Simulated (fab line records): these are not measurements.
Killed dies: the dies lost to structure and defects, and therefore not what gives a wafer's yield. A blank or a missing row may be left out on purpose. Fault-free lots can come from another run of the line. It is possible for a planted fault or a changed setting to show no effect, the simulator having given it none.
Matching of chambers || flow sky130 || SKY_POLY_CUT_ETCH_10 on rie_diel-02: 4 sister chambers
The step etches BARC in N2/H2, stops on SiO2, time 45.9 s, target depth 60 nm. 4 wafers are shown with their chamber, then 7 later ones without.

== EACH WAFER AND ITS CHAMBER ==
{"wafer": "L075.3", "chamber": 0, "oes_product_au (a.u.)": 0.843}
{"wafer": "L090.1", "chamber": 1, "oes_product_au (a.u.)": 0.856}
{"wafer": "L093.1", "chamber": 2, "oes_product_au (a.u.)": 0.854}
{"wafer": "L093.3", "chamber": 3, "oes_product_au (a.u.)": 0.850}

== WAFERS WITHOUT THEIR CHAMBER ==
{"wafer": "L093.6", "oes_product_au (a.u.)": 0.853}
{"wafer": "L097.1", "oes_product_au (a.u.)": 0.858}
{"wafer": "L097.3", "oes_product_au (a.u.)": 0.858}
{"wafer": "L097.6", "oes_product_au (a.u.)": 0.854}
{"wafer": "L096.4", "oes_product_au (a.u.)": 0.859}
{"wafer": "L096.5", "oes_product_au (a.u.)": 0.855}
{"wafer": "L096.6", "oes_product_au (a.u.)": 0.852}

== EACH ONE'S CHAMBER ==
{"wafer": "L093.6", "from the rows above": "can't be placed: 2 or 1 or 3", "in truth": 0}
{"wafer": "L097.1", "from the rows above": "can't be placed: 1 or 2", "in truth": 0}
{"wafer": "L097.3", "from the rows above": "can't be placed: 1 or 2", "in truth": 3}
{"wafer": "L097.6", "from the rows above": "can't be placed: 2 or 1", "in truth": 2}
{"wafer": "L096.4", "from the rows above": "can't be placed: 1 or 2", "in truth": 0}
{"wafer": "L096.5", "from the rows above": "can't be placed: 1 or 2", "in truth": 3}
{"wafer": "L096.6", "from the rows above": "can't be placed: 2 or 3 or 1", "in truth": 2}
Placed correctly: 0 of 7. Can't be placed from these rows: 7 (the true chamber is among the candidates in 2). Placed wrongly: 0.
How it was worked out, from the rows above alone: a wafer's distance from a chamber is the root of the sum, over the readings, of the square of ((its reading less the chamber's mean) divided by the reading's scatter). If the next closest chamber is less than 2 further off than the closest, the wafer can't be placed; otherwise it belongs to the closest. For every chamber, the mean is computed from those of its wafers that are shown. The scatter: root of mean squared gap, hidden wafer to nearest shown wafer, with one shown wafer a chamber.
